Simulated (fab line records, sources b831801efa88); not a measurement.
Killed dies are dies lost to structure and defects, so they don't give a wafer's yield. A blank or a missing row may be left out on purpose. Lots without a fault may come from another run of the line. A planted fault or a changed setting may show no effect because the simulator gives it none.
fab line records | flow sfq_line
record lots=5 wafers=15 last_day=81
route steps=325 shown M6@265 I6@266
lots that met no fault: from a run of the same line without faults
start_h: hours from the record's first day to the start of the lot's first wafer shown | wait_h: hours since the lot's step before | " the same as in the row above | L1.1+2: a row that stands for several wafers | - no value, or no start given | * or withheld: withheld | < > ~ a bound
route shown NAME@n: a module of which the file shows steps, and the number in the route of the first | usual: mean/standard deviation of fault-free wafers | same: alike in all rows | chamber/n: place in a boat | sites: the reading at each site | _std_site: their standard deviation | _edge_site: outer sites' mean less inner sites' | radius_mm: how far each site lies from the wafer's centre | mask NAME#n: copy n | behind: the tool/chamber that last shaped the wafer | hold: why the lot was held/for how many hours/how that ended | device: the transistor (n, p or np) that didn't switch | end of line: the same wafers' tests at the end of the route | a step without rows: its recipe alone | killed: dies lost to structure and defects at the first sort, not the wafer's yield | map: a wafer's dies, x killed, . not, _ none there
set.NAME: the setting as run; set.NAME@STEP: as run at that earlier step | model.NAME: the simulator's own value behind a step, which no gauge read
lots at some steps of the route; a table a step, a row a wafer
services: from which hour (start_h, from the record's first day; less than 0 if before it) a tool's chamber was out of use, for how many hours, and why
## steps
# step SFQ_TRILAYER_M6_STRIP_SOLV_CLEAN_164
# recipe chemistry=NMP temp_c=70 time_s=600
# step SFQ_TRILAYER_I6_DEP_PECVD_165
# recipe material=SiO2 temp_c=150 time_s=111.11 pressure_torr=2.4 rf_w=183.3 precursor=SiH4/N2O target_thk_nm=500
# usual chamber_pressure_Torr=2.399/0.0059 heater_power_w=83/15 throttle_valve_pct=25.7/2.2
# columns lot.wafer tool chamber start_h wait_h chamber_pressure_Torr heater_power_w throttle_valve_pct
L556.1 pecvd-04 0 1434.54 0.0 2.392 80 22.8
L556.2 " 1 " " 2.398 99 23.7
L556.5 " 0 " " 2.392 85 23.0
L564.3 pecvd-02 0 1590.67 0.0 2.404 61 25.3
L564.4 " 1 " " 2.396 100 29.8
L564.6 " 1 " " 2.399 100 29.7
L570.1 pecvd-04 1 1621.46 0.0 2.396 96 24.7
L570.2 " 2 " " 2.399 68 24.0
L570.3 " 0 " " 2.391 84 23.5
L572.3 pecvd-04 2 1657.01 0.0 2.403 71 23.9
L572.5 " 0 " " 2.408 75 23.0
L572.6 " 2 " " 2.401 75 23.6
L576.1 pecvd-01 1 1767.73 0.0 2.398 85 26.4
L576.2 " 0 " " 2.405 91 29.0
L576.4 " 2 " " 2.395 86 26.1
# step SFQ_TRILAYER_I6_CMP_CMP_166
# recipe material=SiO2 down_force_psi=3 platen_rpm=60 pad_velocity_m_s=0.94248
# usual motor_current_A=10.0/1.2 time_to_endpoint_s=218/7.6
# columns lot.wafer tool chamber start_h wait_h motor_current_A time_to_endpoint_s
L556.1 cmp-01 2 1439.84 5.3 11.2 210
L556.2 " 3 " " 11.3 223
L556.5 " 0 " " 10.1 231
L564.3 cmp-02 3 1590.74 0.0 8.1 218
L564.4 " 2 1592.24 1.5 10.2 227
L564.6 " 3 " " 7.6 216
L570.2 cmp-02 3 1622.14 0.6 7.9 219
L570.1 " 1 1623.14 1.6 11.0 219
L570.3 " 2 " " 9.8 225
L572.3 cmp-02 3 1660.39 3.3 7.9 210
L572.6 " 0 " " 10.9 215
L572.5 " 1 " " 10.6 216
L576.1 cmp-01 3 1767.81 0.0 10.7 214
L576.4 " 0 " " 10.3 231
L576.2 " 2 1769.31 1.5 10.6 209
# step SFQ_I6_BOW_MEAS_941
# recipe mode=bow
# usual I6_BOW=5/11
# columns lot.wafer tool chamber start_h wait_h I6_BOW[um]
L556.1 film_metro-01 - 1441.84 1.5 5
L556.2 " - " " 2
L556.5 " - " " -2
L564.3 film_metro-01 - 1593.78 2.5 3
L564.4 " - " " 6
L564.6 " - " " -3
L570.1 film_metro-01 - 1625.14 1.5 12
L570.2 " - " " 9
L570.3 " - " " 19
L572.3 film_metro-02 - 1661.93 1.0 -7
L572.5 " - " " 4
L572.6 " - " " -7
L576.1 film_metro-02 - 1770.81 2.5 4
L576.2 " - " " -6
L576.4 " - " " -9
# step SFQ_TRILAYER_I6_METRO_MEASURE_167
# usual thk_nm=200.1/1.1
# columns lot.wafer tool chamber start_h wait_h thk_nm
L556.1 film_metro-01 - 1441.96 0.1 201.5
L556.2 " - " " 200.9
L556.5 " - " " 201.2
L564.3 film_metro-01 - 1594.26 0.5 200.8
L564.4 " - " " 200.9
L564.6 " - " " 199.2
L570.1 film_metro-01 - 1625.26 0.1 200.2
L570.2 " - " " 198.7
L570.3 " - " " 201.4
L572.3 film_metro-02 - 1662.41 0.5 199.2
L572.5 " - " " 199.1
L572.6 " - " " 199.2
L576.1 film_metro-02 - 1770.93 0.1 199.6
L576.2 " - " " 199.8
L576.4 " - " " 200.1
# step SFQ_TRILAYER_I6_VIA_LITHO_COAT_174
# recipe resist=BARC spin_rpm=3000 resist_thk_nm=62
# step SFQ_TRILAYER_I6_VIA_LITHO_COAT_169
# recipe resist=KrF spin_rpm=3000 resist_thk_nm=650
# step SFQ_TRILAYER_I6_VIA_LITHO_SOFTBAKE_173
# recipe temp_c=withheld time_s=withheld resist=KrF
# step SFQ_TRILAYER_I6_VIA_LITHO_EXPOSE_170
# recipe mask_id=I6 na=0.6 source_shape=conventional sigma_outer=0.65 target_cd_nm=700 dose_mj=21.3
# step SFQ_TRILAYER_I6_VIA_LITHO_PEB_172
# recipe peb_temp_c=115 peb_time_s=60 resist=KrF
# step SFQ_TRILAYER_I6_VIA_LITHO_DEVELOP_171
# recipe time_s=60 resist=KrF
# step SFQ_I6_OVL_MEAS_942
# usual I6_OVL=3/4
# columns lot.wafer tool chamber start_h wait_h I6_OVL[nm]
L556.1 overlay-01 - 1558.29 0.1 5
L556.2 " - " " 5
L556.5 " - " " 8
L564.3 overlay-01 - 1597.87 0.1 -1
L564.4 " - " " 6
L564.6 " - " " 3
L570.1 overlay-01 - 1722.94 0.1 -3
L570.2 " - " " 0
L570.3 " - " " -2
L572.3 overlay-02 - 1756.55 0.1 12
L572.5 " - " " 7
L572.6 " - " " 6
L576.1 overlay-02 - 1774.61 0.1 8
L576.2 " - " " 8
L576.4 " - " " 13
# step SFQ_TRILAYER_I6_VIA_BARC_OPEN_VIA_ETCH_235
# recipe mask_material=PR chemistry=O2 target_depth_nm=125 target=BARC source_w=500 bias_w=80 pressure_mtorr=30 time_s=41.7
# usual drypump_motor_current_A=5.6/0.52 oes_product_au=0.685/0.0047 rf_fwd_power_W=495.0/2.2
# columns lot.wafer tool chamber start_h wait_h drypump_motor_current_A oes_product_au rf_fwd_power_W rf_hours_counter_h model.KrF_of_TRILAYER_I6_VIA_LITHO_COAT_169.thk_nm
L556.1 rie_diel-03 2 1558.33 0.0 5.7 0.687 497.9 13 571.5
L556.2 " 1 " " 6.4 0.685 494.6 1 573.5
L556.5 " 2 " " 5.7 0.691 499.1 - 571.6
L564.3 rie_diel-01 2 1597.90 0.0 5.5 0.681 493.5 14 576.7
L564.4 " 2 " " 5.5 0.686 496.1 - 575.2
L564.6 " 0 " " 4.8 0.687 495.9 - 576.4
L570.1 rie_diel-03 0 1722.97 0.0 5.3 0.687 493.3 5 575.1
L570.2 " 2 " " 5.7 0.681 495.3 15 574.4
L570.3 " 3 " " 6.2 0.686 497.1 2 578
L572.3 rie_diel-01 3 1756.57 0.0 4.8 0.688 495.9 11 571.6
L572.5 " 1 " " 5.9 0.690 496.3 - 570.2
L572.6 " 0 " " 4.8 0.684 297.8 - 593.1
L576.1 rie_diel-02 2 1774.65 0.0 5.5 0.687 493.5 19 570.9
L576.2 " 3 " " 5.4 0.680 496.4 2 571.2
L576.4 " 1 " " 6.4 0.683 490.6 13 573.9
# step SFQ_TRILAYER_I6_VIA_ETCH_VIA_ETCH_172
# recipe target=SiO2 stop_on=Nb mask_material=PR taper_deg=20 chemistry=CHF3 target_depth_nm=260 source_w=500 bias_w=80 pressure_mtorr=30 time_s=withheld
# usual drypump_motor_current_A=5.6/0.52 oes_product_au=0.854/0.0049 rf_fwd_power_W=498.3/1.5
# columns lot.wafer tool chamber start_h wait_h drypump_motor_current_A oes_product_au rf_fwd_power_W model.KrF_of_TRILAYER_I6_VIA_LITHO_COAT_169.thk_nm
L556.1 rie_diel-03 2 1558.37 0.0 5.7 0.853 499.1 526.4
L556.2 " 1 " " 6.4 0.851 498.2 529.2
L556.5 " 2 " " 5.7 0.855 501.3 526.3
L564.3 rie_diel-01 2 1597.94 0.0 5.5 0.861 500.1 532.2
L564.4 " 2 " " 5.5 0.854 499.0 530.5
L564.6 " 0 " " 4.8 0.856 499.3 532.9
L570.1 rie_diel-03 0 1723.01 0.0 5.3 0.854 497.9 531.4
L570.2 " 2 " " 5.7 0.851 499.9 529.4
L570.3 " 3 " " 6.2 0.860 501.0 534.3
L572.3 rie_diel-01 3 1756.61 0.0 4.8 0.852 498.8 525.2
L572.5 " 1 " " 5.9 0.847 499.6 524.7
L572.6 " 0 " " 4.8 0.851 498.2 548.5
L576.1 rie_diel-02 2 1774.69 0.0 5.5 0.857 497.9 526.2
L576.2 " 3 " " 5.4 0.855 498.1 526.2
L576.4 " 1 " " 6.4 0.856 497.7 530
# step SFQ_TRILAYER_I6_VIA_STRIP_STRIP_173
# recipe gas=O2 power_w=200 platen_temp_c=40 overash_fraction=0.65 chemistry=O2 pressure_mtorr=50
# usual drypump_motor_current_A=5.9/0.38 oes_product_au=1.002/0.008
# columns lot.wafer tool chamber start_h wait_h drypump_motor_current_A oes_product_au rf_hours_counter_h
L556.1 rie_metal-02 0 1558.48 - 6.4 1.020 112
L556.2 " 1 " " 6.2 0.993 39
L556.5 " 0 " " 6.4 1.008 -
L564.3 rie_metal-03 1 1598.25 - 6.3 1.002 -
L564.4 " 0 " " 5.8 1.009 -
L564.6 " 1 " " 6.3 1.013 -
L570.1 rie_metal-03 1 1723.13 - 6.3 1.003 66
L570.2 " 1 " " 6.3 1.002 -
L570.3 " 1 " " 6.3 1.004 -
L572.3 rie_metal-03 1 1756.93 - 6.3 1.003 -
L572.5 " 0 " " 5.8 1.010 -
L572.6 " 1 " " 6.3 1.005 -
L576.1 rie_metal-02 1 1774.80 - 6.2 0.988 70
L576.2 " 1 " " 6.2 1.003 -
L576.4 " 1 " " 6.2 0.985 -
## services
# columns tool chamber start_h hours kind
cmp-02 - 1415.65 3.3 repair
pecvd-04 2 1428.86 26.6 repair
rie_diel-01 3 1429.54 10.8 repair
rie_metal-03 - 1432.40 2.8 pm
film_metro-01 - 1432.74 0.9 pm
film_metro-01 - 1443.99 0.3 pm
rie_diel-03 0 1485.63 17.8 repair
rie_diel-03 - 1496.02 0.4 repair
rie_diel-03 0 1511.07 6.8 repair
cmp-02 - 1539.58 2.9 pm
rie_metal-03 - 1540.31 0.3 repair
rie_diel-01 - 1546.56 2.8 pm
film_metro-01 - 1570.03 0.8 pm
pecvd-04 2 1578.84 6.6 repair
rie_diel-01 1 1596.74 4.4 repair
cmp-02 - 1600.44 4.0 pm
rie_diel-01 2 1600.44 3.6 repair
cmp-02 - 1605.49 4.6 pm
rie_diel-03 0 1608.97 4.4 repair
film_metro-01 - 1615.36 3.0 pm
rie_diel-03 0 1648.25 1.5 repair
rie_diel-03 3 1713.87 6.8 repair
rie_diel-03 - 1736.97 2.8 pm
rie_diel-03 1 1766.75 3.0 repair
## key
first_sign step=SFQ_TRILAYER_I6_VIA_BARC_OPEN_VIA_ETCH_235 reading=rf_fwd_power_W direction=down sigmas=90 usual=495.0 struck=297.8
effect none on later readings
model_effect step=SFQ_TRILAYER_I6_VIA_BARC_OPEN_VIA_ETCH_235 value=KrF_of_TRILAYER_I6_VIA_LITHO_COAT_169.thk_nm without=574.6 struck=593.1
model_effect step=SFQ_TRILAYER_I6_VIA_ETCH_VIA_ETCH_172 value=KrF_of_TRILAYER_I6_VIA_LITHO_COAT_169.thk_nm without=530 struck=548.5
met_at SFQ_TRILAYER_I6_VIA_BARC_OPEN_VIA_ETCH_235
struck_wafers L572.6
onset_between 1597.90 1756.57
fault kind=process_parameter_drift tool=rie_diel-01 chamber=0 onset_h=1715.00 steps=SFQ_TRILAYER_I6_VIA_BARC_OPEN_VIA_ETCH_235 channel=source_w offset=-200 shape=step end_h=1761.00 acts_in=these_recipes_only stated=500
